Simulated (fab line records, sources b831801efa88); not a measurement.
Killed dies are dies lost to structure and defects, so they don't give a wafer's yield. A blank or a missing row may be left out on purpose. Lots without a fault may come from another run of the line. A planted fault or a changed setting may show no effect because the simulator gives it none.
Which tool did it? | flow gf180mcu | 15 lots, 45 wafers sampled, at 4 steps of a route of 602

WHAT THE GAUGES READ, wafer by wafer
The record holds no reading of a measuring or inspecting step that can be judged against a usual standard deviation.

WHICH TOOL RAN EACH LOT (tool, then ch and the chambers of the sampled wafers, then the start)
lot  | GF_NWELL_STRIP_10                   | GF_MVPSD_DEVELOP_06               | GF_MVPSD_STRIP_10                    | GF_VT_IMPLANT_STRIP_09
L812 | plasma_asher-02 ch 0,1, day 3 12:55 | litho_track-04 ch 0, day 5 06:00  | plasma_asher-03 ch 0,1, day 5 06:38  | plasma_asher-02 ch 0,1, day 5 21:07
L813 | plasma_asher-02 ch 0, day 3 19:04   | litho_track-03 ch 0, day 5 12:00  | plasma_asher-02 ch 0,1, day 5 12:31  | plasma_asher-01 ch 0,1, day 6 02:58
L814 | plasma_asher-03 ch 0,1, day 3 22:46 | litho_track-04 ch 0, day 5 15:00  | plasma_asher-04 ch 0,1, day 5 16:26  | plasma_asher-03 ch 0,1, day 6 07:43
L817 | plasma_asher-01 ch 0,1, day 4 15:55 | litho_track-02 ch 0, day 6 11:00  | plasma_asher-03 ch 0,1, day 6 11:31  | plasma_asher-02 ch 0,1, day 7 02:43
L819 | plasma_asher-01 ch 0,1, day 5 02:51 | litho_track-02 ch 0, day 6 23:00  | plasma_asher-04 ch 0,1, day 6 23:33  | plasma_asher-02 ch 0,1, day 7 15:51
L821 | plasma_asher-01 ch 0,1, day 5 12:48 | litho_track-03 ch 0, day 7 11:00  | plasma_asher-02 ch 0,1, day 7 12:06  | plasma_asher-01 ch 0,1, day 8 04:15
L822 | plasma_asher-01 ch 0,1, day 5 19:45 | litho_track-02 ch 0, day 7 17:00  | plasma_asher-02 ch 0,1, day 7 18:03  | plasma_asher-01 ch 0,1, day 8 10:14
L823 | plasma_asher-01 ch 0,1, day 6 02:04 | litho_track-02 ch 0, day 8 01:00  | plasma_asher-04 ch 0,1, day 8 01:49  | plasma_asher-02 ch 0,1, day 8 18:04
L824 | plasma_asher-01 ch 0,1, day 6 05:07 | litho_track-03 ch 0, day 8 05:00  | plasma_asher-02 ch 0,1, day 8 05:37  | plasma_asher-03 ch 0,1, day 8 22:19
L825 | plasma_asher-01 ch 0,1, day 6 13:07 | litho_track-03 ch 0, day 8 12:00  | plasma_asher-02 ch 0, day 8 13:16    | plasma_asher-02 ch 0,1, day 9 06:19
L830 | plasma_asher-01 ch 0,1, day 7 16:04 | litho_track-03, day 9 18:00       | plasma_asher-03 ch 0,1, day 9 19:13  | plasma_asher-01 ch 0,1, day 10 12:28
L831 | plasma_asher-02 ch 0,1, day 7 23:49 | litho_track-02, day 10 01:00      | plasma_asher-04 ch 0,1, day 10 02:22 | plasma_asher-03 ch 0,1, day 10 20:01
L832 | plasma_asher-02 ch 0,1, day 8 04:04 | litho_track-03, day 10 06:00      | plasma_asher-03 ch 0,1, day 10 06:43 | plasma_asher-01 ch 0,1, day 11 00:34
L833 | plasma_asher-02 ch 0,1, day 8 08:49 | litho_track-04 ch 0, day 10 13:00 | plasma_asher-04 ch 0,1, day 10 14:02 | plasma_asher-01 ch 0,1, day 11 07:58
L834 | plasma_asher-01 ch 0,1, day 8 13:01 | litho_track-02 ch 0, day 10 16:00 | plasma_asher-02 ch 0,1, day 10 17:16 | plasma_asher-01 ch 0,1, day 11 11:28
- GF_NWELL_STRIP_10: strips in O2/N2.
- GF_MVPSD_DEVELOP_06: develop time 60 s.
- GF_MVPSD_STRIP_10: strips in O2/N2.
- GF_VT_IMPLANT_STRIP_09: strips in O2/N2.

WHAT THE TOOLS THEMSELVES READ (means of the sampled wafers that have a number; where no wafer has one, the mark that the record gives instead)
GF_NWELL_STRIP_10.
lot  | tool            | drypump_motor_current_A (A) | heater_power_w (W) | oes_product_au (a.u.) | strip_time_to_endpoint_s (s)
L812 | plasma_asher-02 | 5.9                         | 378                | 0.726                 | 36.95
L813 | plasma_asher-02 | 5.3                         | 310                | 0.728                 | 37.01
L814 | plasma_asher-03 | 5.4                         | 311                | 0.716                 | 37.01
L817 | plasma_asher-01 | 6.2                         | 271                | 0.716                 | 36.90
L819 | plasma_asher-01 | 6.1                         | 294                | 0.724                 | 36.92
L821 | plasma_asher-01 | 6.3                         | 265                | 0.718                 | 37.01
L822 | plasma_asher-01 | 6.1                         | 299                | 0.722                 | 36.96
L823 | plasma_asher-01 | 6.1                         | 294                | 0.724                 | 37.02
L824 | plasma_asher-01 | 6.1                         | 294                | 0.724                 | 36.92
L825 | plasma_asher-01 | 6.3                         | 269                | 0.720                 | 36.96
L830 | plasma_asher-01 | 6.3                         | 272                | 0.727                 | 37.05
L831 | plasma_asher-02 | 5.7                         | 344                | 0.720                 | 36.89
L832 | plasma_asher-02 | 5.6                         | 346                | 0.721                 | 36.95
L833 | plasma_asher-02 | 5.9                         | 379                | 0.726                 | 36.80
L834 | plasma_asher-01 | 6.3                         | 271                | 0.725                 | 36.91

GF_MVPSD_DEVELOP_06.
lot  | tool           | chill_plate_temp_C (C) | exhaust_pa (Pa)
L812 | litho_track-04 | 22.96                  | 44.9
L813 | litho_track-03 | 22.85                  | 46.0
L814 | litho_track-04 | 23.08                  | 44.4
L817 | litho_track-02 | 23.04                  | 45.3
L819 | litho_track-02 | 23.06                  | 45.4
L821 | litho_track-03 | 22.97                  | 46.1
L822 | litho_track-02 | 22.90                  | 45.5
L823 | litho_track-02 | 22.98                  | 45.4
L824 | litho_track-03 | 23.04                  | 45.4
L825 | litho_track-03 | 23.09                  | 46.3
L830 | litho_track-03 | -                      | -
L831 | litho_track-02 | -                      | -
L832 | litho_track-03 | -                      | -
L833 | litho_track-04 | 23.00                  | 44.3
L834 | litho_track-02 | 22.71                  | 44.8

GF_MVPSD_STRIP_10.
lot  | tool            | drypump_motor_current_A (A) | heater_power_w (W) | oes_product_au (a.u.) | strip_time_to_endpoint_s (s)
L812 | plasma_asher-03 | 5.1                         | 316                | 0.717                 | 37.00
L813 | plasma_asher-02 | 5.7                         | 347                | 0.718                 | 36.91
L814 | plasma_asher-04 | 6.0                         | 309                | 0.723                 | 36.83
L817 | plasma_asher-03 | 5.1                         | 320                | 0.722                 | 36.91
L819 | plasma_asher-04 | 6.1                         | 348                | 0.722                 | 37.12
L821 | plasma_asher-02 | 5.9                         | 378                | 0.724                 | 36.96
L822 | plasma_asher-02 | 5.7                         | 348                | 0.721                 | 36.80
L823 | plasma_asher-04 | 6.0                         | 315                | 0.722                 | 37.10
L824 | plasma_asher-02 | 5.6                         | 345                | 0.720                 | 37.10
L825 | plasma_asher-02 | 5.4                         | 310                | 0.720                 | 37.03
L830 | plasma_asher-03 | 5.1                         | 318                | 0.722                 | 36.74
L831 | plasma_asher-04 | 6.0                         | 346                | 0.717                 | 36.85
L832 | plasma_asher-03 | 5.2                         | 324                | 0.726                 | 37.06
L833 | plasma_asher-04 | 6.1                         | 352                | 0.728                 | 36.88
L834 | plasma_asher-02 | 5.6                         | 342                | 0.723                 | 36.93

GF_VT_IMPLANT_STRIP_09.
lot  | tool            | drypump_motor_current_A (A) | heater_power_w (W) | oes_product_au (a.u.) | strip_time_to_endpoint_s (s)
L812 | plasma_asher-02 | 5.9                         | 381                | 0.713                 | 12.627
L813 | plasma_asher-01 | 6.1                         | 297                | 0.722                 | 12.641
L814 | plasma_asher-03 | 5.4                         | 314                | 0.715                 | 12.603
L817 | plasma_asher-02 | 5.7                         | 342                | 0.717                 | 12.623
L819 | plasma_asher-02 | 5.7                         | 347                | 0.717                 | 12.649
L821 | plasma_asher-01 | 6.3                         | 273                | 0.716                 | 12.583
L822 | plasma_asher-01 | 6.3                         | 268                | 0.717                 | 12.606
L823 | plasma_asher-02 | 5.7                         | 348                | 0.710                 | 12.564
L824 | plasma_asher-03 | 5.2                         | 316                | 0.714                 | 12.596
L825 | plasma_asher-02 | 5.9                         | 379                | 0.718                 | 12.593
L830 | plasma_asher-01 | 6.3                         | 266                | 0.713                 | 12.634
L831 | plasma_asher-03 | 5.4                         | 308                | 0.718                 | 12.588
L832 | plasma_asher-01 | 6.1                         | 294                | 0.713                 | 12.617
L833 | plasma_asher-01 | 6.1                         | 292                | 0.714                 | 12.601
L834 | plasma_asher-01 | 6.1                         | 297                | 0.717                 | 12.631

THE ANSWER, worked out from the rows above alone
Rule: what is usual is taken from the lots themselves. Put in order of their means at a reading, lots are off if they are a third of the lots or fewer, leave a main group of 4 or more, and stand apart from it by a gap of 3 or more times the standard deviation of the main group's means; of several such gaps the widest counts. A main group whose means are all the same, to the digits that the tables above print for the reading, isn't used. A lot without any number at a reading at which 4 lots or more have one is off too. The other lots that the step has rows for count as sound. The gauges are gone through in route order, then the tools' own readings, and for those a lot's mean is taken as printed above. The first step at which some lot is off is used, and at that step the reading that is off furthest; a lot without a number counts as furthest.
Off: L830, L831, L832, at GF_MVPSD_DEVELOP_06 (chill_plate_temp_C). Without a number there: L830, L831, L832. The main group: mean 22.97 C, standard deviation 0.1.
A tool fits if, at that step or a process step before it, it ran every lot that is off, and no sound lot after the first of them. None of those tried fits.

WHAT THE SIMULATOR HAD PUT IN
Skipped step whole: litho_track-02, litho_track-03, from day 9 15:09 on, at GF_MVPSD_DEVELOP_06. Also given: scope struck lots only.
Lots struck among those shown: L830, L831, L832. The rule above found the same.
